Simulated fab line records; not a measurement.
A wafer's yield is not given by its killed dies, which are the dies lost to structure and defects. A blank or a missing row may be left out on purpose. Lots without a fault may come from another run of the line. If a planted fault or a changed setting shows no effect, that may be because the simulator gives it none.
fab line records -- flow sky130
[record] lots = 5, wafers = 15, last_day = 50
route steps=708 shown RES_XHIGH@341 SD_N@342
lots that met no fault: taken from a fault-free run of the same line
start_h: hours from the record's opening day to when the first of the lot's shown wafers began -- wait_h: how many hours have passed since the lot's step before this one -- " as in the row above -- L1.1+2: a single row standing in for several wafers -- - no value, or no start given -- * or withheld: withheld -- < > ~ a bound
route shown NAME@n: a module of which the file shows steps, and the number in the route of the first -- usual: average and standard deviation across the fault-free wafers -- same: alike in all rows -- chamber/n: place in a boat -- sites: the reading at each site -- _std_site: the values' standard deviation -- _edge_site: outer sites' mean less inner sites' -- radius_mm: for every site, how far away it sits from the centre of the wafer -- mask NAME#n: copy n -- behind: the most recent tool/chamber to have shaped the wafer -- hold: why the lot was held/for how many hours/how that ended -- device: names the non-switching transistor (n, p or np) -- end of line: the same wafers' tests at the end of the route -- a step given without rows: its recipe and nothing more -- killed: at the first sort, the dies lost to defects and structure; wafer yield is something else -- map: per-die view of a wafer (x killed, . not killed, _ where there is no die)
set.NAME: the setting the step ran with; set.NAME@STEP: the setting that earlier step ran with -- model.NAME: the simulator's own value behind a step, which no gauge read
lots seen at some steps along the route; tables by step, rows by wafer
services: from which hour (start_h, from the record's first day; less than 0 if before it) a tool's chamber was out of use, for how many hours, and why
[[steps]]
[step SKY_RES_XHIGH_TW_MEAS_09]
[usual] RES_XHIGH_TW = 1644/7.9
lot.wafer,tool,chamber,start_h,wait_h,RES_XHIGH_TW
L463.2,film_metro-04,-,669.16,0.1,1631
L463.5,film_metro-04,-,669.16,0.1,1632
L463.6,film_metro-04,-,669.16,0.1,1641
L471.3,film_metro-04,-,727.22,0.1,1646
L471.4,film_metro-04,-,727.22,0.1,1640
L471.5,film_metro-04,-,727.22,0.1,1644
L472.3,film_metro-04,-,733.33,0.1,1636
L472.4,film_metro-04,-,733.33,0.1,1635
L472.5,film_metro-04,-,733.33,0.1,1637
L480.1,film_metro-04,-,782.26,0.1,1653
L480.4,film_metro-04,-,782.26,0.1,1645
L480.5,film_metro-04,-,782.26,0.1,1648
L481.2,film_metro-01,-,790.62,0.1,1652
L481.4,film_metro-01,-,790.62,0.1,1647
L481.6,film_metro-01,-,790.62,0.1,1645
[step SKY_SD_N_DEHYDRATE_00]
[recipe] temp_c = 200, time_s = 60
[step SKY_SD_N_HMDS_01]
[recipe] prime_time_s = 60, prime_temp_c = 120
[step SKY_SD_N_COAT_02]
[recipe] resist = NOVOLAK, spin_rpm = 3000, resist_thk_nm = 1140
[step SKY_SD_N_SOFTBAKE_03]
[recipe] temp_c = 90, time_s = 60, resist = NOVOLAK
[step SKY_SD_N_EXPOSE_04]
[recipe] mask_id = NSDM, na = 0.6, source_shape = conventional, sigma_outer = 0.6, polarization = unpolarized, target_cd_nm = 380, dose_mj = 141
[step SKY_SD_N_PEB_05]
[recipe] temp_c = withheld, time_s = *, resist = NOVOLAK
[step SKY_SD_N_DEVELOP_06]
[recipe] resist = NOVOLAK, developer = TMAH, develop_time_s = 60, dev_temp_c = 23
[step SKY_SD_N_CD_MEAS_07]
[recipe] target_cd_nm = 380
[usual] cd_nm = 380.8/3
lot.wafer,tool,chamber,start_h,wait_h,cd_nm
L463.2,cd_sem-02,-,697.12,0.1,378.4
L463.5,cd_sem-02,-,697.12,0.1,375.8
L463.6,cd_sem-02,-,697.12,0.1,378.9
L471.3,cd_sem-01,-,753.92,0.1,381.1
L471.4,cd_sem-01,-,753.92,0.1,383.0
L471.5,cd_sem-01,-,753.92,0.1,381.4
L472.3,cd_sem-01,-,760.15,0.1,383.2
L472.4,cd_sem-01,-,760.15,0.1,382.8
L472.5,cd_sem-01,-,760.15,0.1,382.9
L480.1,cd_sem-02,-,806.91,0.1,378.9
L480.4,cd_sem-02,-,806.91,0.1,379.9
L480.5,cd_sem-02,-,806.91,0.1,378.6
L481.2,cd_sem-01,-,815.17,0.1,381.0
L481.4,cd_sem-01,-,815.17,0.1,380.3
L481.6,cd_sem-01,-,815.17,0.1,380.3
[step SKY_SD_N_OVL_MEAS_08]
[usual] SD_N_OVL = 0.2/1.4
lot.wafer,tool,chamber,start_h,wait_h,SD_N_OVL[nm]
L463.2,overlay-02,-,697.23,0.1,-1.4
L463.5,overlay-02,-,697.23,0.1,-1.0
L463.6,overlay-02,-,697.23,0.1,0.6
L471.3,overlay-02,-,754.02,0.1,1.5
L471.4,overlay-02,-,754.02,0.1,-0.5
L471.5,overlay-02,-,754.02,0.1,1.3
L472.3,overlay-02,-,760.25,0.1,-2.5
L472.4,overlay-02,-,760.25,0.1,-2.8
L472.5,overlay-02,-,760.25,0.1,-0.3
L480.1,overlay-02,-,807.03,0.1,0.4
L480.4,overlay-02,-,807.03,0.1,-0.1
L480.5,overlay-02,-,807.03,0.1,1.1
L481.2,overlay-01,-,815.28,0.1,3.0
L481.4,overlay-01,-,815.28,0.1,0.8
L481.6,overlay-01,-,815.28,0.1,0.4
[step SKY_SD_N_IMPLANT_09]
[recipe] species = As, energy_kev = 50, dose_cm2 = 4e+15, tilt_deg = 0
[step SKY_SD_N_IMPLANT_10]
[recipe] species = P, energy_kev = 20, dose_cm2 = 1e+14, tilt_deg = 0
[step SKY_SD_N_STRIP_11]
[recipe] chemistry = O2/N2, power_w = 1400, pressure_mtorr = 1500, platen_temp_c = withheld, o2_flow_sccm = 3000, n2_flow_sccm = 300, overash_fraction = 0.5
[usual] drypump_motor_current_A = 5.7/0.45, oes_product_au = 0.527/0.005, strip_time_to_endpoint_s = 22.56/0.05
lot.wafer,tool,chamber,start_h,wait_h,drypump_motor_current_A,oes_product_au,rf_hours_counter_h,strip_time_to_endpoint_s,model.NOVOLAK_of_SD_N_COAT_02.thk_nm
L463.2,plasma_asher-01,0,697.56,0.1,5.7,0.305,101,-,864.9
L463.5,plasma_asher-01,1,697.56,0.1,6.1,0.303,-,-,863.7
L463.6,plasma_asher-01,0,697.56,0.1,5.7,0.303,-,-,865.8
L471.3,plasma_asher-01,0,754.37,0.1,5.7,0.521,-,22.62,0
L471.4,plasma_asher-01,1,754.37,0.1,6.1,0.517,-,22.59,0
L471.5,plasma_asher-01,1,754.37,0.1,6.1,0.532,-,22.60,0
L472.3,plasma_asher-02,0,760.60,0.1,6.2,0.528,-,22.56,0
L472.4,plasma_asher-02,1,760.60,0.1,5.4,0.533,-,22.47,0
L472.5,plasma_asher-02,0,760.60,0.1,6.2,0.532,-,22.54,0
L480.1,plasma_asher-01,1,807.37,0.1,6.1,0.532,6,22.59,0
L480.4,plasma_asher-01,0,807.37,0.1,5.7,0.525,-,22.57,0
L480.5,plasma_asher-01,1,807.37,0.1,6.1,0.522,-,22.56,0
L481.2,plasma_asher-01,0,815.61,0.1,5.7,0.530,7,22.52,0
L481.4,plasma_asher-01,1,815.61,0.1,6.1,0.532,-,22.54,0
L481.6,plasma_asher-01,1,815.61,0.1,6.2,0.525,-,22.53,0
[step SKY_SD_N_TW_MEAS_12]
[usual] SD_N_TW = 3980/24
lot.wafer,tool,chamber,start_h,wait_h,SD_N_TW
L463.2,film_metro-01,-,697.67,0.1,3978
L463.5,film_metro-01,-,697.67,0.1,3999
L463.6,film_metro-01,-,697.67,0.1,3988
L471.3,film_metro-04,-,754.46,0.1,4019
L471.4,film_metro-04,-,754.46,0.1,4020
L471.5,film_metro-04,-,754.46,0.1,4024
L472.3,film_metro-01,-,760.69,0.1,3985
L472.4,film_metro-01,-,760.69,0.1,3992
L472.5,film_metro-01,-,760.69,0.1,4001
L480.1,film_metro-02,-,807.47,0.1,3944
L480.4,film_metro-02,-,807.47,0.1,3950
L480.5,film_metro-02,-,807.47,0.1,3950
L481.2,film_metro-02,-,815.72,0.1,3939
L481.4,film_metro-02,-,815.72,0.1,3944
L481.6,film_metro-02,-,815.72,0.1,3936
[[services]]
tool,chamber,start_h,hours,kind
plasma_asher-02,-,680.76,4.3,pm
plasma_asher-01,-,733.75,9.0,pm
plasma_asher-01,0,733.75,9.0,vent_cycle
plasma_asher-01,1,733.75,9.0,vent_cycle
plasma_asher-01,0,742.75,-,clean
plasma_asher-01,1,742.75,-,clean
[[key]]
[first_sign] step = SKY_SD_N_STRIP_11, reading = oes_product_au, direction = down, sigmas = 45, usual = 0.527, struck = 0.304
effect none on later readings
[model_effect] step = SKY_SD_N_STRIP_11, value = NOVOLAK_of_SD_N_COAT_02.thk_nm, without = 0, struck = 864.8
met_at SKY_SD_N_STRIP_11
struck_wafers L463.2,L463.5,L463.6
later_rows_left_out L463.2,L463.5,L463.6
sort_left_out L463.2,L463.5,L463.6
tester_left_out L463
[fault] kind = strip_aborted, tool = plasma_asher-01, chamber = -, onset_h = 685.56, steps = SKY_SD_N_STRIP_11, offset = 0.86829, end_h = 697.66
// tester_left_out: of these lots the tester's yield and bins aren't shown, on N5 and GAA mostly nor the transistor test; their killed dies are dies lost to structure and defects alone, not to doping, threshold or leakage, so they don't give the yield
// sort_left_out: the simulated sort isn't trusted on such a fault, so these wafers' sort isn't shown, and their yield isn't known
// later_rows_left_out: the simulator's readings of these wafers behind a module that went badly wrong aren't trusted and aren't shown, but for the sort
